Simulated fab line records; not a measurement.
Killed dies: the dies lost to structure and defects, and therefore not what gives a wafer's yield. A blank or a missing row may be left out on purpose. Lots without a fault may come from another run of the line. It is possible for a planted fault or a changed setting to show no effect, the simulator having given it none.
fab line records	flow sky130
record: lots: 14	wafers: 42	last-day: 50
route steps=708 shown POLY_GATE@226 SD_P@327 CONTACT@433 VIA1@470
lots untouched by any fault: they come from a run of this same line in which no faults occurred
start-h: start of the lot's first displayed wafer, in hours after the record's first day	wait-h: time in hours since the lot's previous step	" same as the row above	L1.1+2: several wafers, shown together as one row	- either no value or no given start	* or withheld: withheld	< > ~ a bound
route shown NAME@n: a module of which the file shows steps, and the number in the route of the first	usual: average and standard deviation across the fault-free wafers	same: alike in all rows	chamber/n: place in a boat	sites: the reading at each site	_std_site: how widely they spread, as a standard deviation	_edge_site: inner sites' mean taken away from outer sites' mean	radius-mm: how far each site lies from the wafer's centre	mask NAME#n: copy n	behind: tool/chamber where the wafer was last shaped	hold: cause of the lot's hold/its duration in hours/its outcome	device: whichever transistor did not switch (one of n, p or np)	end of line: the same wafers' tests at the end of the route	a step without rows: its recipe alone	killed: dies that structure and defects cost at the first sort, which is not the same as the wafer's yield	map: a wafer's dies, marking killed ones x, the rest . and places with no die _
set.NAME: the setting as run; set.NAME@STEP: as run at that earlier step	model.NAME: the simulator's own value behind a step, which no gauge read
a sample of lots followed through the steps of the route, with each step as a table and each wafer as a row
services: from which hour (start-h, from the record's first day; less than 0 if before it) a tool's chamber was out of use, for how many hours, and why
== steps ==
step: SKY_POLY_GATE_DEVELOP_12
recipe: develop-time-s: 60	resist: KrF-thick	dev-temp-c: 21
usual: chill-plate-temp-C: 22.99/0.1	develop-time-s: 60/0
lot.wafer	tool	chamber	start-h	wait-h	chill-plate-temp-C	develop-time-s
L578.1	litho-track-01	0	368	-	23.02	60
L578.3	"	0	"	"	22.80	60
L578.4	"	0	"	"	22.76	60
L580.1	litho-track-01	0	380	-	23.16	60
L580.3	"	0	"	"	23.11	60
L580.6	"	0	"	"	23.01	60
L581.1	litho-track-03	0	390	-	23.03	60
L581.5	"	0	"	"	22.93	60
L581.6	"	0	"	"	23.02	60
L582.2	litho-track-01	-	395	-	-	-
L582.3	"	-	"	"	-	-
L582.4	"	-	"	"	-	-
L583.2	litho-track-01	-	415	-	-	-
L583.3	"	-	"	"	-	-
L583.5	"	-	"	"	-	-
L590.1	litho-track-04	0	475	-	22.94	60
L590.4	"	0	"	"	22.84	60
L590.5	"	0	"	"	22.90	60
L591.2	litho-track-01	0	491	-	22.97	60
L591.4	"	0	"	"	22.95	60
L591.6	"	0	"	"	22.93	60
L594.3	litho-track-03	0	520	-	22.99	60
L594.5	"	0	"	"	23.15	60
L594.6	"	0	"	"	22.96	60
L595.3	litho-track-03	0	522	-	22.84	60
L595.5	"	0	"	"	22.95	60
L595.6	"	0	"	"	22.97	60
L596.2	litho-track-03	0	529	-	23.14	60
L596.3	"	0	"	"	23.01	60
L596.6	"	0	"	"	23.01	60
L597.1	litho-track-01	0	543	-	23.04	60
L597.4	"	0	"	"	22.93	60
L597.5	"	0	"	"	23.09	60
L599.2	litho-track-04	0	550	-	23.06	60
L599.4	"	0	"	"	23.00	60
L599.5	"	0	"	"	22.96	60
L598.1	litho-track-04	0	551	-	22.84	60
L598.3	"	0	"	"	22.88	60
L598.4	"	0	"	"	22.93	60
L600.1	litho-track-04	0	557	-	22.85	60
L600.2	"	0	"	"	22.83	60
L600.4	"	0	"	"	23.03	60
step: SKY_SD_P_CD_MEAS_07
recipe: target-cd-nm: 380
usual: cd-nm: 380.0/2.6
lot.wafer	tool	chamber	start-h	wait-h	cd-nm
L578.1	cd-sem-01	-	584.15	0.1	377.5
L578.3	"	-	"	"	378.4
L578.4	"	-	"	"	377.0
L580.1	cd-sem-01	-	596.04	0.1	380.5
L580.3	"	-	"	"	377.5
L580.6	"	-	"	"	380.7
L581.1	cd-sem-01	-	613.35	0.1	382.7
L581.5	"	-	"	"	383.0
L581.6	"	-	"	"	379.5
L590.1	cd-sem-01	-	687.84	0.1	381.1
L590.4	"	-	"	"	378.9
L590.5	"	-	"	"	379.8
L591.2	cd-sem-02	-	702.88	0.1	377.7
L591.4	"	-	"	"	380.3
L591.6	"	-	"	"	378.6
L594.3	cd-sem-01	-	727.15	0.1	384.4
L594.5	"	-	"	"	382.9
L594.6	"	-	"	"	382.8
L595.3	cd-sem-01	-	731.64	0.1	380.1
L595.5	"	-	"	"	378.2
L595.6	"	-	"	"	378.2
L596.2	cd-sem-02	-	737.37	0.1	378.7
L596.3	"	-	"	"	379.9
L596.6	"	-	"	"	377.5
L597.1	cd-sem-02	-	748.15	0.1	378.0
L597.4	"	-	"	"	377.0
L597.5	"	-	"	"	378.5
L599.2	cd-sem-02	-	753.93	0.1	379.7
L599.4	"	-	"	"	379.0
L599.5	"	-	"	"	379.2
L598.1	cd-sem-01	-	757.55	0.1	377.0
L598.3	"	-	"	"	379.7
L598.4	"	-	"	"	379.5
L600.1	cd-sem-01	-	761.30	0.1	379.0
L600.2	"	-	"	"	380.1
L600.4	"	-	"	"	382.6
step: SKY_CONTACT_CMP_27
recipe: stop-on: SiO2	t-overpolish-s: 15	down-force-psi: 3.5	platen-rpm: 60	target-thk-nm: 0	pad-velocity-m-s: 0.94248
usual: motor-current-A: 10.5/0.83	overpolish-run-s: 15.001/0.0083	platen-rpm: 60.00/0.039	slurry-filter-dp-kPa: 13.51/0.15	time-to-endpoint-s: 83/4.1
lot.wafer	tool	chamber	start-h	wait-h	motor-current-A	overpolish-run-s	platen-rpm	slurry-filter-dp-kPa	time-to-endpoint-s
L578.1	cmp-01	2	733.48	0.1	11.6	15.018	59.93	13.40	88
L578.4	"	3	"	"	10.3	14.995	59.99	13.66	90
L578.3	"	1	"	"	8.9	15.019	59.99	13.36	90
L580.3	cmp-01	3	742.38	0.1	10.4	14.994	59.98	13.63	89
L580.1	"	1	"	"	9.0	15.000	60.00	13.80	93
L580.6	"	3	"	"	10.6	14.995	59.92	13.74	87
L581.1	cmp-02	0	759.98	0.2	9.7	15.006	59.97	13.45	84
L581.6	"	1	"	"	11.3	14.997	59.95	13.35	85
L581.5	"	2	"	"	10.7	15.002	60.00	13.40	83
L590.1	cmp-01	0	828.50	0.2	10.0	15.004	59.96	13.42	83
L590.4	"	2	"	"	11.4	15.013	60.02	13.42	82
L590.5	"	1	"	"	9.0	14.991	59.96	13.38	88
L591.4	cmp-02	3	843.90	0.3	11.2	15.005	59.99	13.55	77
L591.2	"	1	"	"	11.0	15.008	59.99	13.20	80
L591.6	"	2	"	"	10.9	14.996	59.98	13.74	79
L594.3	cmp-01	0	868.03	0.1	10.6	15.002	59.99	13.42	85
L594.6	"	2	"	"	11.6	15.010	60.01	13.51	85
L594.5	"	3	"	"	10.2	15.004	60.01	13.47	88
L595.3	cmp-02	2	873.08	0.1	11.1	14.996	60.01	13.57	79
L595.6	"	1	"	"	10.5	14.994	60.00	13.53	80
L595.5	"	2	"	"	11.2	15.004	59.99	13.55	79
L596.2	cmp-01	1	876.58	0.1	8.8	14.994	60.07	13.56	92
L596.3	"	2	"	"	11.3	15.009	60.03	13.51	83
L596.6	"	0	"	"	10.8	15.005	59.96	13.71	84
L597.1	cmp-02	1	886.72	0.3	11.0	14.991	59.96	13.37	76
L597.4	"	2	"	"	11.2	15.003	60.04	13.44	75
L597.5	"	0	"	"	9.8	14.993	60.11	13.44	72
L599.4	cmp-02	1	890.98	0.0	10.8	14.995	59.95	13.38	78
L599.2	"	3	"	"	10.8	14.994	60.02	13.45	83
L599.5	"	1	"	"	11.0	15.001	59.98	13.58	78
L598.3	cmp-01	0	896.43	0.0	10.2	14.993	59.95	13.75	79
L598.1	"	2	"	"	11.9	14.985	60.03	13.46	79
L598.4	"	3	"	"	10.8	15.009	60.00	13.38	88
L600.1	cmp-02	1	899.38	0.1	10.6	15.000	60.02	13.59	81
L600.2	"	2	"	"	11.3	14.993	60.00	13.64	79
L600.4	"	3	"	"	10.9	15.006	60.01	13.51	78
step: SKY_VIA1_CD_MEAS_12
recipe: target-cd-nm: 150
usual: cd-nm: 150.2/1.7
lot.wafer	tool	chamber	start-h	wait-h	cd-nm
L578.1	cd-sem-02	-	789.40	-	148.5
L578.3	"	-	"	"	149.6
L578.4	"	-	"	"	149.3
L580.1	cd-sem-01	-	798.45	-	152.0
L580.3	"	-	"	"	151.9
L580.6	"	-	"	"	150.0
L581.1	cd-sem-01	-	815.91	-	148.9
L581.5	"	-	"	"	148.6
L581.6	"	-	"	"	150.1
L590.1	cd-sem-01	-	881.45	-	149.8
L590.4	"	-	"	"	149.9
L590.5	"	-	"	"	149.7
L591.2	cd-sem-02	-	897.23	-	151.1
L591.4	"	-	"	"	148.3
L591.6	"	-	"	"	152.0
L594.3	cd-sem-02	-	921.00	-	150.4
L594.5	"	-	"	"	150.9
L594.6	"	-	"	"	152.2
L595.3	cd-sem-02	-	925.40	-	147.2
L595.5	"	-	"	"	146.1
L595.6	"	-	"	"	148.1
L596.2	cd-sem-02	-	928.54	-	147.3
L596.3	"	-	"	"	147.1
L596.6	"	-	"	"	147.5
L597.1	cd-sem-02	-	938.35	-	152.2
L597.4	"	-	"	"	151.5
L597.5	"	-	"	"	151.7
L599.2	cd-sem-01	-	941.42	-	151.2
L599.4	"	-	"	"	152.3
L599.5	"	-	"	"	151.5
L598.1	cd-sem-01	-	947.45	-	153.5
L598.3	"	-	"	"	151.7
L598.4	"	-	"	"	152.0
L600.1	cd-sem-01	-	950.76	-	150.2
L600.2	"	-	"	"	151.6
L600.4	"	-	"	"	150.9
== services ==
tool	chamber	start-h	hours	kind
cmp-02	-	357.36	8.4	repair
cmp-02	-	367.65	4.1	pm
cmp-02	-	379.84	8.6	repair
cmp-02	-	389.41	1.2	repair
cmp-02	-	404.28	4.0	pm
cmp-01	-	413.77	4.2	pm
cmp-02	-	430.44	6.2	repair
cmp-01	-	465.93	0.4	repair
cmp-01	-	505.90	5.6	pm
cmp-01	-	517.97	0.9	repair
cmp-02	-	540.47	2.5	repair
cmp-02	-	568.46	0.3	repair
cmp-01	-	582.55	4.0	pm
cmp-01	-	593.44	3.4	repair
cmp-02	-	613.01	3.7	repair
cmp-01	-	616.31	1.3	repair
cmp-02	-	657.45	2.8	pm
cmp-02	-	728.25	11.5	repair
cmp-01	-	740.62	1.4	repair
cmp-02	-	744.28	4.0	pm
cmp-01	-	782.77	6.5	pm
cmp-02	-	825.01	0.3	repair
cmp-01	-	828.08	0.4	repair
cmp-01	-	840.32	3.9	repair
== key ==
first-sign: step: SKY_POLY_GATE_DEVELOP_12	reading: tool-record	direction: missing
effect none on later readings
met-at SKY_POLY_GATE_DEVELOP_12
struck-lots L582,L583
later-rows-left-out L582.2,L582.3,L582.4,L583.2,L583.3,L583.5
sort-left-out L582.2,L582.3,L582.4,L583.2,L583.3,L583.5
tester-left-out L582,L583
not-acting-at SKY_SD_P_CD_MEAS_07,SKY_CONTACT_CMP_27,SKY_VIA1_CD_MEAS_12
onset-between 380 395
fault: kind: skipped-step-whole	tool: litho-track-01	chamber: -	onset-h: 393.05	steps: SKY_POLY_GATE_DEVELOP_12	scope: struck-lots-only
tester-left-out: of these lots the tester's yield and bins aren't shown, on N5 and GAA mostly nor the transistor test; their killed dies are dies lost to structure and defects alone, not to doping, threshold or leakage, so they don't give the yield
sort-left-out: the simulated sort isn't trusted on such a fault, so these wafers' sort isn't shown, and their yield isn't known
later-rows-left-out: the simulator's readings of these wafers behind a module that went badly wrong aren't trusted and aren't shown, but for the sort
